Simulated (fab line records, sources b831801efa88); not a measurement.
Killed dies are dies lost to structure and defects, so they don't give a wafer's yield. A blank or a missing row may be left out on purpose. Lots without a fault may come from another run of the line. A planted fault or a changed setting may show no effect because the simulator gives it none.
Problem report in the 8D (eight disciplines) form, filled by code | flow sky130 | the parts of the form that need people (team, actions taken, sign-off) are left out

1. THE PROBLEM
dose_ions_cm2 at SKY_LDD_N_IMPLANT_15 reads a mean of 4.692e+12 on 6 wafers of 2 lots; wafers without a fault read 4.999e+12 with a standard deviation of 5e+09. That is -61 standard deviations from the usual mean.
First seen on wafer L334.1, day 22 01:25, on implanter-04. The record holds 42 wafers of 14 lots with a number at this step. Rule for "out", or "out of limits": more than 4 standard deviations from the usual mean. The other wafers with a number count as sound.

2. WHAT IT IS AND WHAT IT IS NOT
question                    | is                     | is not
which readings at this step | dose_ions_cm2          | -
which lots                  | L332, L334             | L324, L325, L326, L336, L338, L340, L341, L342, L343, L344, L345, L346
which wafers of those lots  | all that have a number | -
read on which tools         | implanter-04           | implanter-01, implanter-02
when                        | from day 22 01:25      | up to then (9 sound wafers); but 27 sound wafers of L336, L338, L340, L341, L342, L343, L344, L345, L346 came after

3. SUSPECTS, AND WHAT RULES EACH OUT
Counting: a tool at a process step up to the reading stays a suspect if it ran every lot that is out and no sound lot after the first of them.
- implanter-04 at SKY_LDD_N_IMPLANT_15: ruled out as a lasting fault. Sound lots L342, L344, L345 ran on it after its first lot that is out, L334 (day 22 01:25).
Left after counting: nothing in the record.

4. THE CAUSE (what the simulator had put in)
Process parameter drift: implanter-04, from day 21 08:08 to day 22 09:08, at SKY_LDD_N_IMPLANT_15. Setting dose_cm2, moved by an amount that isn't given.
Counting ruled it out, wrongly.

5. THE CHAIN OF EFFECTS, in route order
Each row: a reading whose mean over the struck wafers that have a number lies more than 3 standard deviations from the usual. Only readings for which the record gives a usual standard deviation are gone through. hours: the time from each lot's start at the first step in this table that gives one to its start at this step, as a median over the lots. sigmas: the change in usual standard deviations.
hours | step                 | reading            | usual     | on struck wafers | change     | sigmas
0     | SKY_LDD_N_IMPLANT_15 | dose_ions_cm2      | 4.999e+12 | 4.692e+12        | -3.070e+11 | -61
0     | SKY_LDD_N_IMPLANT_15 | faraday_current_uA | 28.1      | 26.1             | -2.0       | -3.4
The process steps in it:
- SKY_LDD_N_IMPLANT_15
Later measuring or inspecting steps at which every struck wafer that the step has a row for has a number for every such reading, and none has moved that far: SKY_LDD_LDN_OVL_MEAS_07.

6. WHAT WOULD HAVE CAUGHT IT SOONER
In this record the first reading out of limits was taken at day 22 01:25, 17 hours after the fault began at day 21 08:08.
